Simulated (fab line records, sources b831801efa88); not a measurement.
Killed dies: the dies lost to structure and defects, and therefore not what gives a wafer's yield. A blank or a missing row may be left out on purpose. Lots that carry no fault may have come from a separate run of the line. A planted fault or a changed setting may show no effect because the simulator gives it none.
What tool caused it? / flow gf180mcu / 39 wafers from 13 lots sampled at 3 of the route's 602 steps

== WHAT EACH GAUGE READ, for each wafer ==
GF_NSD_OVL_MEAS_08. Usual: NSD_OVL -0.3 nm, standard deviation 1.4.
lot=L869; measured=day 13 11:16; on=overlay-01; NSD_OVL (nm)=-2.4 -0.3 -0.6; flag=
lot=L870; measured=day 13 17:27; on=overlay-02; NSD_OVL (nm)=-0.3 -1.4 -1.4; flag=
lot=L872; measured=day 14 03:48; on=overlay-02; NSD_OVL (nm)=0.1 -0.1 0.4; flag=
lot=L873; measured=day 14 19:56; on=overlay-02; NSD_OVL (nm)=0.8 0.2 -0.9; flag=
lot=L874; measured=day 14 20:56; on=overlay-02; NSD_OVL (nm)=-0.5 -1.1 -1.2; flag=
lot=L877; measured=day 15 20:55; on=overlay-01; NSD_OVL (nm)=-0.9 0.3 0.0; flag=
lot=L878; measured=day 16 11:42; on=overlay-02; NSD_OVL (nm)=-0.2 -1.1 -1.7; flag=
lot=L879; measured=day 16 13:19; on=overlay-02; NSD_OVL (nm)=-1.8 -0.5 -3.4; flag=
lot=L880; measured=day 16 17:16; on=overlay-02; NSD_OVL (nm)=-0.5 2.1 1.3; flag=
lot=L882; measured=day 17 16:55; on=overlay-02; NSD_OVL (nm)=0.5 -0.5 0.7; flag=
lot=L889; measured=day 20 14:41; on=overlay-01; NSD_OVL (nm)=-0.1 -0.5 0.9; flag=
lot=L890; measured=day 21 04:56; on=overlay-01; NSD_OVL (nm)=0.9 1.4 0.0; flag=
lot=L892; measured=day 21 11:33; on=overlay-02; NSD_OVL (nm)=3.5 1.9 2.5; flag=

GF_SAB_THK_MEAS_01. Usual: SAB_CVD_00_THK 50.1 nm, standard deviation 0.62.
lot=L869; measured=day 14 09:14; on=film_metro-02; SAB_CVD_00_THK (nm)=50.2 50.7 51.1; flag=
lot=L870; measured=day 14 15:09; on=film_metro-02; SAB_CVD_00_THK (nm)=49.9 50.1 50.1; flag=
lot=L872; measured=day 15 02:00; on=film_metro-04; SAB_CVD_00_THK (nm)=48.9 49.2 50.6; flag=
lot=L873; measured=day 15 18:36; on=film_metro-04; SAB_CVD_00_THK (nm)=50.4 50.0 50.7; flag=
lot=L874; measured=day 15 19:29; on=film_metro-01; SAB_CVD_00_THK (nm)=49.8 50.3 50.3; flag=
lot=L877; measured=day 16 20:15; on=film_metro-01; SAB_CVD_00_THK (nm)=49.1 49.9 50.2; flag=
lot=L878; measured=day 17 11:32; on=film_metro-02; SAB_CVD_00_THK (nm)=49.7 49.5 48.9; flag=
lot=L879; measured=day 17 14:10; on=film_metro-01; SAB_CVD_00_THK (nm)=50.3 53.1 50.7; flag=
lot=L880; measured=day 17 17:17; on=film_metro-02; SAB_CVD_00_THK (nm)=50.5 49.7 50.9; flag=
lot=L882; measured=day 18 17:50; on=film_metro-01; SAB_CVD_00_THK (nm)=50.4 50.9 50.8; flag=
lot=L889; measured=day 21 14:59; on=film_metro-02; SAB_CVD_00_THK (nm)=49.0 48.7 48.7; flag=
lot=L890; measured=day 22 05:08; on=film_metro-02; SAB_CVD_00_THK (nm)=50.0 49.9 50.4; flag=
lot=L892; measured=day 22 11:49; on=film_metro-02; SAB_CVD_00_THK (nm)=49.6 50.2 50.7; flag=

== EACH LOT AND THE TOOL THAT RAN IT (in order: tool; ch and the chambers of the sampled wafers; start) ==
lot=L869; GF_SAB_CVD_00=pecvd-03 ch 0,1, day 14 09:13
lot=L870; GF_SAB_CVD_00=pecvd-01 ch 0,1,2, day 14 15:07
lot=L872; GF_SAB_CVD_00=pecvd-04 ch 0,2, day 15 01:59
lot=L873; GF_SAB_CVD_00=pecvd-01 ch 1,2, day 15 18:34
lot=L874; GF_SAB_CVD_00=pecvd-03 ch 0,1,2, day 15 19:28
lot=L877; GF_SAB_CVD_00=pecvd-04 ch 0,2, day 16 20:13
lot=L878; GF_SAB_CVD_00=pecvd-04 ch 0,1,2, day 17 11:31
lot=L879; GF_SAB_CVD_00=pecvd-04 ch 0,1,2, day 17 14:08
lot=L880; GF_SAB_CVD_00=pecvd-01 ch 0,1,2, day 17 17:16
lot=L882; GF_SAB_CVD_00=pecvd-01 ch 0,1,2, day 18 17:49
lot=L889; GF_SAB_CVD_00=pecvd-01 ch 0,1,2, day 21 14:58
lot=L890; GF_SAB_CVD_00=pecvd-01 ch 1,2, day 22 05:07
lot=L892; GF_SAB_CVD_00=pecvd-01 ch 0, day 22 11:46
- GF_SAB_CVD_00: deposits SiO2 from TEOS, target thk 50 nm, time 4.9302 s.

== WHAT THE TOOLS THEMSELVES READ (means of the sampled wafers that have a number; where no wafer has one, the mark that the record gives instead) ==
GF_SAB_CVD_00. Usual: heater_power_outer_w 393 W, standard deviation 59; heater_power_w 670 W, standard deviation 88.
lot=L869; tool=pecvd-03; heater_power_outer_w (W)=403; heater_power_w (W)=671; flag=
lot=L870; tool=pecvd-01; heater_power_outer_w (W)=445; heater_power_w (W)=739; flag=
lot=L872; tool=pecvd-04; heater_power_outer_w (W)=350; heater_power_w (W)=621; flag=
lot=L873; tool=pecvd-01; heater_power_outer_w (W)=423; heater_power_w (W)=710; flag=
lot=L874; tool=pecvd-03; heater_power_outer_w (W)=360; heater_power_w (W)=584; flag=
lot=L877; tool=pecvd-04; heater_power_outer_w (W)=325; heater_power_w (W)=583; flag=
lot=L878; tool=pecvd-04; heater_power_outer_w (W)=391; heater_power_w (W)=701; flag=
lot=L879; tool=pecvd-04; heater_power_outer_w (W)=365; heater_power_w (W)=662; flag=
lot=L880; tool=pecvd-01; heater_power_outer_w (W)=406; heater_power_w (W)=687; flag=
lot=L882; tool=pecvd-01; heater_power_outer_w (W)=421; heater_power_w (W)=695; flag=
lot=L889; tool=pecvd-01; heater_power_outer_w (W)=405; heater_power_w (W)=677; flag=
lot=L890; tool=pecvd-01; heater_power_outer_w (W)=385; heater_power_w (W)=649; flag=
lot=L892; tool=pecvd-01; heater_power_outer_w (W)=507; heater_power_w (W)=803; flag=

== THE ANSWER, worked out from the rows above alone ==
Rule: lot off if the mean of its wafers having a number is beyond 3 standard deviations from the usual mean. A lot without any number at a reading at which 4 lots or more have one is off too. Any other lot the step has rows for is counted as sound. After the gauges, taken in route order, come the tools' own readings; for these a lot's mean is taken, as printed above. At the first step where some lot is off, the reading lying furthest off is the one used; lots without a number count as furthest.
No lot is off at any reading shown: from this, nothing can be told.

== WHAT THE SIMULATOR PUT IN ==
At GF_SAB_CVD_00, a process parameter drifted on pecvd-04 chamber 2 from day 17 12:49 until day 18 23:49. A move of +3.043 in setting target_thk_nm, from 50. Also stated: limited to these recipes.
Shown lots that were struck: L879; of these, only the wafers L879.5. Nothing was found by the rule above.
